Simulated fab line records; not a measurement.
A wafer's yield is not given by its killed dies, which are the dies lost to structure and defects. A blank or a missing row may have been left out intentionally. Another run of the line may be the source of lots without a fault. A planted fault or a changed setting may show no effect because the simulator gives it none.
A struck lot beside a sound one || flow sfq_line || 41 steps out of a route of 325
Sound: the wafers L823.1, L823.4, L823.6. Struck: wafers L833.1, L833.2, L833.5. The cause is named last.
Order at every step that has rows: each side's tool, ch and its chambers, its first start. Under that, the readings that differ: sound wafers || struck wafers || difference of the means || sigmas: that difference in standard deviations of wafers without a fault.
alike: readings whose means differ by less than 2 such deviations, and words and numbers that are the same on both sides. not compared: withheld readings, readings that some wafer has no value for, bounds like >300 that may hide the same value, and numbers for which the record gives no deviation and whose values overlap.
Wherever a step has rows on one side only, a row that says differs or no value, or a row with sigmas, the two part there. Non-overlapping numbers with no deviation appear without sigmas and do not part them. Lack of a reading on every wafer of one side parts them only where that side has two or more wafers.

first, 2 steps without rows for these wafers: SFQ_TRILAYER_I6_VIA_STRIP_SOLV_CLEAN_174 (cleans in NMP, time 600 s); SFQ_TRILAYER_M7_DEP_PRE_CLEAN_176 (time 22.5 s).
SFQ_TRILAYER_M7_DEP_SPUTTER_175: material Nb, target thk 200 nm, time 133.3 s.
  sound on pvd_sputter-03 at day 81 18:23; struck on pvd_sputter-03 at day 85 05:38
  alike: cathode_dc_power_W, substrate_temp_c, throttle_valve_pct
SFQ_M7_RS_MEAS_943: measurement is done with a four-point probe.
  sound on film_metro-03 at day 81 18:29; struck on film_metro-03 at day 85 05:44
  alike: M7_NB_RS
then, 6 steps without rows for these wafers: SFQ_TRILAYER_M7_LITHO_COAT_182 (resist thk 62 nm); SFQ_TRILAYER_M7_LITHO_COAT_177 (resist thk 600 nm); SFQ_TRILAYER_M7_LITHO_SOFTBAKE_181; SFQ_TRILAYER_M7_LITHO_EXPOSE_178 (exposes mask M7, target cd 500 nm); SFQ_TRILAYER_M7_LITHO_PEB_180 (peb time 60 s); SFQ_TRILAYER_M7_LITHO_DEVELOP_179 (time 60 s).
-- the record jumps here: 4 days lie between the struck wafers' starts before and after --
SFQ_M7_OVL_MEAS_945:
  sound on overlay-01 at day 85 05:51; struck on overlay-02 at day 88 21:54
  alike: M7_OVL
SFQ_TRILAYER_M7_BARC_OPEN_METAL_ETCH_229: etches BARC in O2, target depth 125 nm, time 41.7 s.
  sound on rie_metal-04 ch 0,1, day 85 05:53; struck on rie_metal-02 ch 0,1, day 88 21:56
  no value came back on the struck wafers for bias_w (W), chamber_pressure_mTorr (mTorr), drypump_motor_current_A (A), oes_product_au (a.u.); on the sound wafers bias_w (W) reads 80.22 79.95 79.34
{"reading": "model.KrF_of_TRILAYER_M7_LITHO_COAT_177.thk_nm (nm)", "sound": "522.5 522.1 521.9", "struck": "574.2 576.2 574.3", "difference": "+52.7", "sigmas": ""}
  not compared: rf_hours_counter_h
SFQ_TRILAYER_M7_ETCH_METAL_ETCH_180: etches Nb in Cl2/Ar, stops on SiO2, target depth 240 nm, time 120 s.
  sound on rie_metal-04 ch 0,1, day 85 05:57; struck on rie_metal-02 ch 0,1, day 88 21:59
{"reading": "oes_product_au (a.u.)", "sound": "0.902 0.907 0.888", "struck": "0.378 0.375 0.385", "difference": -0.520, "sigmas": -67}
{"reading": "model.KrF_of_TRILAYER_M7_LITHO_COAT_177.thk_nm (nm)", "sound": "380.1 380.6 378.8", "struck": "435.4 437.1 435.3", "difference": "+56.1", "sigmas": ""}
  alike: bias_w, chamber_pressure_mTorr, drypump_motor_current_A
  not compared: rf_hours_counter_h
then, 3 steps without rows for these wafers: SFQ_TRILAYER_M7_STRIP_STRIP_181 (strips in O2); SFQ_TRILAYER_M7_STRIP_SOLV_CLEAN_182 (cleans in NMP, time 600 s); SFQ_TRILAYER_I7_DEP_PECVD_183 (deposits SiO2 from SiH4/N2O, time 111.11 s, target thk 500 nm).
SFQ_TRILAYER_I7_CMP_CMP_184: polishes SiO2.
  sound on cmp-02 ch 0,1, day 85 06:55; struck on cmp-02 ch 2,3, day 88 23:28
  alike: motor_current_A, time_to_endpoint_s
SFQ_I7_BOW_MEAS_946:
  sound on film_metro-01 at day 85 09:55; struck on film_metro-03 at day 89 01:58
  alike: I7_BOW
SFQ_TRILAYER_I7_METRO_MEASURE_185:
  sound on film_metro-01 at day 85 10:02; struck on film_metro-03 at day 89 02:05
  alike: thk_nm
then, 3 steps without rows for these wafers: SFQ_TRILAYER_I7_VIA_LITHO_COAT_192 (resist thk 62 nm); SFQ_TRILAYER_I7_VIA_LITHO_COAT_187 (resist thk 650 nm); SFQ_TRILAYER_I7_VIA_LITHO_SOFTBAKE_191.
-- the record jumps here: 4 days lie between the struck wafers' starts before and after --
SFQ_TRILAYER_I7_VIA_LITHO_EXPOSE_188: exposes mask I7, target cd 1000 nm.
  sound on krf_scanner-01 ch 0, day 89 03:36; struck on krf_scanner-02, day 92 15:43
  no value came back on the struck wafers for exposure_dose_mJ_cm2, focus_offset_nm (nm); on the sound wafers exposure_dose_mJ_cm2 reads 21.315 21.277 21.296
  alike: mask
then, 2 steps without rows for these wafers: SFQ_TRILAYER_I7_VIA_LITHO_PEB_190 (peb time 60 s); SFQ_TRILAYER_I7_VIA_LITHO_DEVELOP_189 (time 60 s).
SFQ_I7_OVL_MEAS_947:
  sound on overlay-01 at day 89 05:06; struck on overlay-02 at day 92 17:13
{"reading": "I7_OVL (nm)", "sound": "-2 -4 -7", "struck": "- - -", "difference": "no value on the struck wafers", "sigmas": ""}
SFQ_TRILAYER_I7_VIA_BARC_OPEN_VIA_ETCH_260: etches BARC in O2, target depth 125 nm, time 41.7 s.
  sound on rie_diel-02 ch 0,3, day 89 05:08; struck on rie_diel-02 ch 1,2, day 92 17:16
  alike: bias_w, chamber_pressure_mTorr, drypump_motor_current_A, oes_product_au
  not compared: rf_hours_counter_h
SFQ_TRILAYER_I7_VIA_ETCH_VIA_ETCH_190: etches SiO2 in CHF3, stops on Nb, target depth 260 nm.
  sound on rie_diel-02 ch 0,3, day 89 05:10; struck on rie_diel-02 ch 1,2, day 92 17:18
{"reading": "oes_product_au (a.u.)", "sound": "0.858 0.840 0.857", "struck": "0.377 0.370 0.372", "difference": -0.479, "sigmas": -94}
  alike: bias_w, chamber_pressure_mTorr, drypump_motor_current_A
then, 8 steps without rows for these wafers: SFQ_TRILAYER_I7_VIA_STRIP_STRIP_191 (strips in O2); SFQ_TRILAYER_I7_VIA_STRIP_SOLV_CLEAN_192 (cleans in NMP, time 600 s); SFQ_TRILAYER_M8_LITHO_LOR_COAT_197; SFQ_TRILAYER_M8_LITHO_LOR_BAKE_198; SFQ_TRILAYER_M8_LITHO_COAT_193 (resist thk 600 nm); SFQ_TRILAYER_M8_LITHO_SOFTBAKE_199; SFQ_TRILAYER_M8_LITHO_PEB_196 (peb time 60 s); SFQ_TRILAYER_M8_LITHO_DEVELOP_195 (img clear 15 s, time 55 s).
SFQ_M8_OVL_MEAS_948:
  sound on overlay-02 at day 89 08:51; struck on overlay-02 at day 92 22:18
{"reading": "M8_OVL (nm)", "sound": "2 10 10", "struck": "- - -", "difference": "no value on the struck wafers", "sigmas": ""}
then, 3 steps without rows for these wafers: SFQ_TRILAYER_M8_DEP_EVAP_197 (material Ti, target thk 20 nm, time 100 s); SFQ_TRILAYER_M8_DEP_EVAP_198 (material Pt, target thk 50 nm, time 250 s); SFQ_TRILAYER_M8_DEP_EVAP_196 (material Au, target thk 180 nm, time 900 s).
SFQ_M8_BOW_MEAS_951:
  sound on film_metro-01 at day 89 09:59; struck on film_metro-02 at day 92 23:26
{"reading": "model.etest.m8.ohm_sq", "sound": "0.1527 0.1527 0.1532", "struck": "1e+06 1e+06 1e+06", "difference": "+1e+06", "sigmas": ""}
{"reading": "model.etest.i7.link_ohm", "sound": "1.031 1.034 1.049", "struck": "1e+06 1e+06 1e+06", "difference": "+1e+06", "sigmas": ""}
{"reading": "model.etest.m7.comb_log10_ohm", "sound": "12 12 12", "struck": "0 0 0", "difference": -12, "sigmas": ""}
  alike: M8_BOW

## WHERE THEY PART
At SFQ_TRILAYER_M7_BARC_OPEN_METAL_ETCH_229 first; at SFQ_M8_OVL_MEAS_948 last (within this record only). Later steps at which nothing parts them and some readings are alike: SFQ_M8_BOW_MEAS_951.

WHY: whatever the simulator had introduced
Entire step skipped (rie_metal-02, SFQ_TRILAYER_M7_BARC_OPEN_METAL_ETCH_229), from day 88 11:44 onward. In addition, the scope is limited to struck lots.
